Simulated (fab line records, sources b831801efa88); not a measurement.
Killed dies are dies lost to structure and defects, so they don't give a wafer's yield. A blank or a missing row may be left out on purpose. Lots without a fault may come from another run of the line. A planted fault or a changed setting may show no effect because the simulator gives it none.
A struck lot beside a sound one | flow sky130 | 43 steps out of a route of 708
Sound: wafers L645.3, L645.4, L645.6. Struck: wafers L660.2, L660.4, L660.6. The cause comes at the end.
At each step with rows: each side's tool, then ch and its chambers, then its first start. Under that, the readings that differ: sound wafers | struck wafers | difference of the means | sigmas: that difference in standard deviations of wafers without a fault.
alike: readings whose means differ by less than 2 such deviations, and words and numbers that are the same on both sides. not compared: withheld readings, readings that some wafer has no value for, bounds like >300 that may hide the same value, and numbers for which the record gives no deviation and whose values overlap.
The two part at a step that has a row with sigmas, a row that says differs or no value, or rows on one side only. Numbers that don't overlap but have no deviation are shown without sigmas and don't part them. A reading that every wafer of one side lacks parts them only if that side has two wafers or more.

first, 2 steps without rows for these wafers: SKY_DNWELL_DEVELOP_06 (develop time 60 s); SKY_DNWELL_IMPLANT_07.
SKY_DNWELL_STRIP_08: strips in O2/N2.
  sound on plasma_asher-03 ch 0,1, day 4 02:57; struck on plasma_asher-02 ch 0,1, day 7 11:16
  alike: drypump_motor_current_A, oes_product_au, strip_time_to_endpoint_s
  not compared: rf_hours_counter_h
SKY_DNWELL_TW_MEAS_09:
  sound on film_metro-01, day 4 03:02; struck on film_metro-02, day 7 11:25
  reading   | sound          | struck         | difference | sigmas
  DNWELL_TW | 1105 1109 1104 | 1133 1135 1134 | +28        | +2
then, 7 steps without rows for these wafers: SKY_PWDE_DEHYDRATE_00 (time 60 s); SKY_PWDE_HMDS_01 (prime time 60 s); SKY_PWDE_COAT_02 (resist thk 3000 nm); SKY_PWDE_SOFTBAKE_03; SKY_PWDE_EXPOSE_04 (exposes mask PWDEM, target cd 840 nm); SKY_PWDE_PEB_05; SKY_PWDE_DEVELOP_06 (develop time 60 s).
SKY_PWDE_OVL_MEAS_07:
  sound on overlay-01, day 4 20:02; struck on overlay-02, day 8 07:49
  alike: PWDE_OVL
SKY_PWDE_IMPLANT_08:
  sound on implanter-01 ch 0, day 4 20:07; struck on implanter-01 ch 0, day 8 07:52
  reading            | sound                         | struck                       | difference | sigmas
  dose_ions_cm2      | 3.604e+12 3.597e+12 3.605e+12 | 4.432e+12 4.427e+12 4.43e+12 | +8.277e+11 | +99 or more
  faraday_current_uA | 20.3 20.1 20.4                | 25.2 24.7 25.3               | +4.8       | +13
  alike: beam_energy_keV
SKY_PWDE_STRIP_09: strips in O2/N2.
  sound on plasma_asher-01 ch 0,1, day 4 20:14; struck on plasma_asher-03 ch 0,1, day 8 08:00
  alike: drypump_motor_current_A, oes_product_au, strip_time_to_endpoint_s
  not compared: rf_hours_counter_h
SKY_PWDE_TW_MEAS_10:
  sound on film_metro-02, day 4 20:20; struck on film_metro-04, day 8 08:20
  reading | sound       | struck      | difference | sigmas
  PWDE_TW | 377 378 379 | 402 401 401 | +23        | +6
  not compared: hold
then, 6 steps without rows for these wafers: SKY_NWELL_HMDS_04 (prime time 60 s); SKY_NWELL_COAT_05 (resist thk 3000 nm); SKY_NWELL_SOFTBAKE_06; SKY_NWELL_EXPOSE_07 (exposes mask NWM, target cd 840 nm); SKY_NWELL_PEB_08; SKY_NWELL_DEVELOP_09 (develop time 60 s).
SKY_NWELL_OVL_MEAS_10:
  sound on overlay-01, day 5 14:21; struck on overlay-02, day 9 04:26
  alike: NWELL_00_OVL
then, 3 steps without rows for these wafers: SKY_NWELL_IMPLANT_11; SKY_NWELL_IMPLANT_12; SKY_NWELL_IMPLANT_13.
SKY_NWELL_STRIP_14: strips in O2/N2.
  sound on plasma_asher-03 ch 0,1, day 5 14:52; struck on plasma_asher-03 ch 0,1, day 9 15:20
  alike: drypump_motor_current_A, oes_product_au, strip_time_to_endpoint_s
  not compared: rf_hours_counter_h
SKY_NWELL_TW_MEAS_15:
  sound on film_metro-02, day 5 14:57; struck on film_metro-01, day 9 15:26
  reading  | sound          | struck         | difference | sigmas
  NWELL_TW | 1849 1850 1855 | 1792 1796 1796 | -57        | -3
then, 7 steps without rows for these wafers: SKY_NWELL_DEHYDRATE_16 (time 60 s); SKY_NWELL_HMDS_17 (prime time 60 s); SKY_NWELL_COAT_18 (resist thk 3000 nm); SKY_NWELL_SOFTBAKE_19; SKY_NWELL_EXPOSE_20 (exposes mask NWM COMPLEMENT, target cd 840 nm); SKY_NWELL_PEB_21; SKY_NWELL_DEVELOP_22 (develop time 60 s).
SKY_NWELL_OVL_MEAS_23:
  sound on overlay-01, day 6 09:35; struck on overlay-02, day 10 13:44
  alike: NWELL_01_OVL
then, 1 step without rows for these wafers: SKY_NWELL_IMPLANT_24.
SKY_NWELL_STRIP_25: strips in O2/N2.
  sound on plasma_asher-01 ch 0,1, day 6 09:47; struck on plasma_asher-03 ch 0,1, day 10 13:55
  alike: drypump_motor_current_A, oes_product_au, strip_time_to_endpoint_s
  not compared: rf_hours_counter_h
SKY_NWELL_TW_MEAS_26:
  sound on film_metro-04, day 6 09:53; struck on film_metro-04, day 10 14:01
  alike: NWELL_2_TW
then, 1 step without rows for these wafers: SKY_NWELL_CLEAN_27 (cleans in SC1/SC2, time 150 s).
SKY_NWELL_RTA_28: time 30 s.
  sound on rtp_anneal-02 ch 0, day 6 10:01; struck on rtp_anneal-01 ch 0, day 10 14:08
  alike: anneal_temp_c_max, lamp_power_pct, wafer_temp_C_max
SKY_NWELL_RS_MEAS_29: measures by four-point-probe.
  sound on film_metro-01, day 6 10:07; struck on film_metro-04, day 10 14:14
  alike: NWELL_RS
SKY_NWELL_RS_MEAS_31: measures by four-point-probe.
  sound on film_metro-01, day 6 10:22; struck on film_metro-04, day 10 14:46
  reading          | sound          | struck         | difference | sigmas
  PWDE_RS (ohm/sq) | 5269 5262 5287 | 4495 4515 4519 | -763       | -36
  not compared: hold
-- the record jumps here: 40 days lie between the struck wafers' starts before and after (it left off in module NWELL and takes up again in module PAD_OPEN, whose first step shown is number 708 of the route) --
SKY_PAD_OPEN_PROBE_99:
  sound on prober-02, day 46 23:56; struck on prober-01, day 50 11:43
  reading                                   | sound                        | struck         | difference | sigmas
  model.etest.res_p_drift_20v.line_ohm_um   | 1.115e+04 1.09e+04 1.077e+04 | 8622 8997 8835 | -2122      |
  model.etest.res_p_drift_20v.rs_ohm_sq     | 9212 9280 9105               | 7204 7566 7262 | -1855      |
  model.etest.res_pwde_under_gate.rs_ohm_sq | 6184 6185 6265               | 5140 5154 5162 | -1059      |
  alike: killed_at_M0_to_M3, killed_at_M4_up, killed_at_contacts, killed_at_front_end, killed_at_other, killed_dies, killed_open, killed_short

WHERE THEY PART
First at SKY_DNWELL_TW_MEAS_09; last, within this record, at SKY_NWELL_RS_MEAS_31. Later steps at which nothing parts them and some readings are alike: SKY_PAD_OPEN_PROBE_99.

WHY: what the simulator had put in
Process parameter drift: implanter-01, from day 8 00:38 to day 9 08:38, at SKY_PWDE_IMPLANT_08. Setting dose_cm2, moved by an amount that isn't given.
